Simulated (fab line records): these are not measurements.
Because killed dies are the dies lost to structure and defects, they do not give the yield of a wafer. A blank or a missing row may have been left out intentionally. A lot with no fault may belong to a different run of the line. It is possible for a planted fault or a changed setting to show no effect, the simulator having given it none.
One fault seen from 2 desks    flow sky130    each desk holds nothing but its own numbers, with what lay behind them at the end

== THE METROLOGY DESK ==
What the gauges read, lot by lot, whatever tool the lot ran on: means of the sampled wafers that have a number. If a lot's mean is further than 4 standard deviations from the usual mean, the lot is out of limits and carries the mark OUT (the distance appears in the brackets).
Columns: A = VIA2_BOW at SKY_VIA2_BOW_MEAS_03, usual 85 um; B = cdNm at SKY_VIA2_CD_MEAS_12, usual 200.0 nm
lot   first seen here  A   B
L817  day 35 07:10     92  200.3
L819  day 35 21:34     88  199.8
L822  day 36 14:53     93  199.1
L823  day 37 00:47     85  198.3
L825  day 37 13:00     83  199.7
L826  day 37 23:01     87  201.9
L827  day 38 08:14     84  199.0
L828  day 38 15:41     82  199.2
L838  day 41 14:31     88  201.5
L839  day 41 16:25     86  201.6
L840  day 41 21:23     82  201.8
This desk's verdict: no lot among the 11 shows anything out of limits.

== DESK OF THE TOOL OWNER: rieDiel-02 ==
The tool's own readings at SKY_VIA2_ETCH_15 (etches SiO2 in C4F8/O2/Ar, stops on TiN, target depth 546 nm, time 84 s): means of the sampled wafers that have a number, for each lot that ran on this tool. If a lot's mean is further than 4 standard deviations from the usual mean, the lot is out of limits and carries the mark OUT (the distance appears in the brackets).
Columns: A = oesProductAu at SKY_VIA2_ETCH_15, usual 0.940 a.u.
lot   first seen here  A
L819  day 37 00:16     0.941
L823  day 38 03:25     0.942
L826  day 39 01:14     0.942
L838  day 42 14:26     0.943
This desk's verdict: no lot among the 4 shows anything out of limits.

== BROUGHT TOGETHER ==
From the metrology desk's view, nothing was out of limits.
The tool owner's desk saw nothing out of limits.

== WHAT THE SIMULATOR HAD INSERTED ==
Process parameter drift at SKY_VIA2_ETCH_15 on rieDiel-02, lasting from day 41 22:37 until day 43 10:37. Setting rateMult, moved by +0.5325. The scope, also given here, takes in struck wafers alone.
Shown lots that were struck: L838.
